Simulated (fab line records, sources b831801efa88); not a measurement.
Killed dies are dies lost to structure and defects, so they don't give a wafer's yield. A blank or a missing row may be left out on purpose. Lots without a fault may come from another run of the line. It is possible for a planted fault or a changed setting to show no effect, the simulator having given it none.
Split-lot study -- flow gf180mcu -- on a route of 602 steps: 5 lots, 23 wafers read

ABOUT THE SPLIT
At GF_M5_PEB_05 (peb time 90 s), the setting peb time s was moved away from the recipe's 90 s on 12 of the 23 wafers read, by -10.3% to +11.6%. The other wafers ran this setting at the recipe's value.

FROM THE SPLIT TO THE READING: what the file shows between them, 1 step
- GF_M5_DEVELOP_06: develop time 60 s

THE READING
cd nm, in nm, at GF_M5_CD_MEAS_07 (target cd 280 nm). Fault-free wafers of this fab line usually give 280.2 nm, standard deviation 0.91 nm.

wafer,"tool, chamber at the split","peb time s as run, s",against the recipe,"cd nm, nm",against lot-mates on the recipe
L075.1,"litho track-04, 0",85.66,-4.8%,281.9,+0.9
L075.2,"litho track-04, 0",85.66,-4.8%,282.1,+1.1
L075.3,"litho track-04, 0",85.66,-4.8%,282.5,+1.5
L075.4,"litho track-04, 0",90,recipe,281.2,-
L075.5,"litho track-04, 0",90,recipe,280.8,-
L076.2,"litho track-01, 0",90,recipe,280.2,-
L076.3,"litho track-01, 0",98.11,+9.0%,277.7,-2.3
L076.4,"litho track-01, 0",98.11,+9.0%,277.6,-2.4
L076.5,"litho track-01, 0",98.11,+9.0%,276.8,-3.2
L076.6,"litho track-01, 0",90,recipe,279.9,-
L082.1,"litho track-01, 0",90,recipe,280.6,-
L082.2,"litho track-01, 0",100.4,+11.6%,276.5,-4.0
L082.4,"litho track-01, 0",90,recipe,280.4,-
L082.5,"litho track-01, 0",100.4,+11.6%,277.0,-3.5
L082.6,"litho track-01, 0",100.4,+11.6%,277.2,-3.3
L083.1,"litho track-01, 0",80.74,-10.3%,282.8,+1.8
L083.2,"litho track-01, 0",90,recipe,281.2,-
L083.3,"litho track-01, 0",80.74,-10.3%,283.3,+2.3
L083.4,"litho track-01, 0",80.74,-10.3%,282.0,+1.0
L083.6,"litho track-01, 0",90,recipe,280.8,-
L084.2,"litho track-01, 0",90,recipe,281.1,-
L084.3,"litho track-01, 0",90,recipe,280.3,-
L084.5,"litho track-01, 0",90,recipe,280.8,-

FIT RESULTS
A straight line over all 23 wafers: cd nm changes by -0.291 nm for each +1% of peb time s; r = -0.96; the points scatter about the line by 0.57 nm.
The same after taking each lot's own level away (the mean of its wafers on the recipe; 23 wafers): -0.254 nm for each +1%; r = -0.96; scatter 0.49 nm.
According to that fit, moving peb time s by its largest amount changes the reading by 2.9 nm.
Across the lots, their own levels run from 280.05 to 281.00 nm, a range of 1.0 times the standard deviation given above.
So the lot-to-lot level changes the slope: the two fits differ.
Check: -3.05 nm against its lot-mates is what the line predicts for one of the wafers moved furthest among these (+11.6%) when that wafer is left out of the fit. Against them it came out at -4 nm.

OTHER SPLITS ON THESE WAFERS
Other splits were also applied to these wafers ahead of the reading. Each is held against what the fit with the lots' levels taken away leaves over:
other split on the same wafers,wafers away from the commonest value,r with cd nm (lot level and that fit taken away)
GF_V4_CMP_04 leave above ref nm,9,+0.13
GF_V4_SOFTBAKE_10 temp c,8,+0.29
GF_MIM_SPUTTER_09 power w,10,+0.27
GF_MIM_COAT_14 spin rpm,9,+0.42

THE WHOLE CHAIN: every reading that the file lists as answering this split, in the file's order
step,what it does,reading,change (the file's fit),r (the file's)
GF_M5_CD_MEAS_07,target cd 280 nm,cd nm,-0.258 nm for each +1% of the setting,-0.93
GF_M5_ETCH_09,"etches Si3N4 in CF4/O2, target depth 52 nm, time 11.6 s","M5.cd nm (the simulator's own value, which no gauge read)",-0.251 nm for each +1% of the setting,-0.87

FILE'S OWN FIT
cd nm changes by -0.258 nm for each +1% of peb time s, r = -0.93.
